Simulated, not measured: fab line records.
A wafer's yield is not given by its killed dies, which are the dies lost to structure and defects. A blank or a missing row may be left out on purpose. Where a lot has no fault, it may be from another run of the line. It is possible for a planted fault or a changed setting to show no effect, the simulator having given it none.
The tool behind it: which one? -- flow sky130 -- 13 lots, 39 wafers sampled, at 3 steps of a route of 708

WHAT EACH GAUGE READ, for each wafer
SKY_FIELD_ISO_BOW_MEAS_00. Usual: INCOMING_BOW 0 um, standard deviation 6.5.
lot,measured,on,INCOMING_BOW (um),flag
L495,day 1 10:01,film metro-04,9 -13 2,
L498,day 2 01:01,film metro-02,-10 3 2,
L500,day 2 11:01,film metro-04,-6 9 -7,
L501,day 2 16:01,film metro-02,4 5 1,
L503,day 3 02:01,film metro-04,5 0 2,
L505,day 3 12:00,film metro-02,7 2 1,
L506,day 3 17:01,film metro-03,3 -5 3,
L513,day 5 04:01,film metro-02,-19 -8 -1,
L514,day 5 09:00,film metro-02,6 5 2,
L515,day 5 14:00,film metro-02,0 -1 0,
L516,day 5 19:00,film metro-04,-5 6 6,
L517,day 6 00:00,film metro-03,-8 -7 3,
L518,day 6 05:01,film metro-02,10 13 -1,

SKY_NWELL_OVL_MEAS_10. Usual: NWELL_00_OVL -0.1 nm, standard deviation 1.6.
lot,measured,on,NWELL_00_OVL (nm),flag
L495,day 4 14:11,overlay-01,0.9 0.4 -0.1,
L498,day 5 07:26,overlay-01,0.8 -1.1 -0.7,
L500,day 5 17:59,overlay-01,0.4 1.7 1.7,
L501,day 6 01:20,overlay-02,-1.4 -1.6 1.9,
L503,day 6 09:56,overlay-02,-1.7 -2.6 -2.6,
L505,day 6 23:18,overlay-01,1.8 1.6 0.7,
L506,day 7 02:49,overlay-02,0.2 0.8 -0.2,
L513,day 8 21:31,overlay-02,-0.7 -1.3 -1.9,
L514,day 9 08:56,overlay-02,0.8 0.9 2.0,
L515,day 9 15:00,overlay-02,-1.5 1.7 1.2,
L516,day 9 20:38,overlay-01,2.3 0.6 1.1,
L517,day 9 21:47,overlay-01,3.2 3.5 0.6,
L518,day 10 01:14,overlay-02,-1.8 -1.3 -1.3,

WHAT TOOL EACH LOT RAN ON (gives the tool, then ch and the chambers of the sampled wafers, and finally the start)
lot,SKY_FIELD_ISO_ETCH_15
L495,"rie diel-04 ch 0,1, day 2 04:52"
L498,"rie diel-02 ch 1,3, day 2 21:44"
L500,"rie diel-01 ch 0,1,2, day 3 06:03"
L501,"rie diel-02 ch 0,1,3, day 3 14:10"
L503,"rie diel-01 ch 0,1,2, day 3 21:55"
L505,"rie diel-04 ch 2,3, day 4 10:01"
L506,"rie diel-04 ch 0,2,3, day 4 13:59"
L513,"rie diel-02 ch 0,1, day 6 00:42"
L514,"rie diel-02 ch 0,1,3, day 6 08:38"
L515,"rie diel-01 ch 0,2,3, day 6 13:21"
L516,"rie diel-01 ch 0,3, day 6 17:16"
L517,"rie diel-02 ch 0,2,3, day 6 23:35"
L518,"rie diel-01 ch 0,1,3, day 7 04:35"
- SKY_FIELD_ISO_ETCH_15: etches the open film in CHF3/O2, stops on Si, target depth 180 nm, time 72 s.

WHAT THE TOOLS THEMSELVES READ (means of the sampled wafers that have a number; where no wafer has one, the mark that the record gives instead)
SKY_FIELD_ISO_ETCH_15. Usual: drypump motor current A 5.93 A, standard deviation 0.28; oes product au 0.944 a.u., standard deviation 0.0072; throttle valve pct 8.844 %, standard deviation 0.0098.
lot,tool,drypump motor current A (A),oes product au (a.u.),throttle valve pct (%),flag
L495,rie diel-04,6.01,0.944,8.852,
L498,rie diel-02,6.04,0.942,8.845,
L500,rie diel-01,5.71,0.943,8.854,
L501,rie diel-02,5.97,0.955,8.857,
L503,rie diel-01,5.72,0.952,8.837,
L505,rie diel-04,5.78,0.950,8.844,
L506,rie diel-04,5.76,0.947,8.849,
L513,rie diel-02,6.08,0.939,8.841,
L514,rie diel-02,5.99,0.933,8.844,
L515,rie diel-01,6.06,0.951,8.847,
L516,rie diel-01,6.20,0.952,8.850,
L517,rie diel-02,5.88,0.937,8.841,
L518,rie diel-01,5.87,0.941,8.848,

THE ANSWER, worked out from the rows above alone
Rule: a lot is off if the mean of its wafers that have a number lies more than 3 standard deviations from the usual mean. Also off: a lot with no number at a reading for which 4 or more lots have one. The other lots that the step has rows for count as sound. The gauges are gone through in route order, then the tools' own readings, and for those a lot's mean is taken as printed above. At the first step where some lot is off, the reading lying furthest off is the one used; lots without a number count as furthest.
No lot is off at any reading shown: from this, nothing can be told.

WHAT HAD BEEN PUT IN BY THE SIMULATOR
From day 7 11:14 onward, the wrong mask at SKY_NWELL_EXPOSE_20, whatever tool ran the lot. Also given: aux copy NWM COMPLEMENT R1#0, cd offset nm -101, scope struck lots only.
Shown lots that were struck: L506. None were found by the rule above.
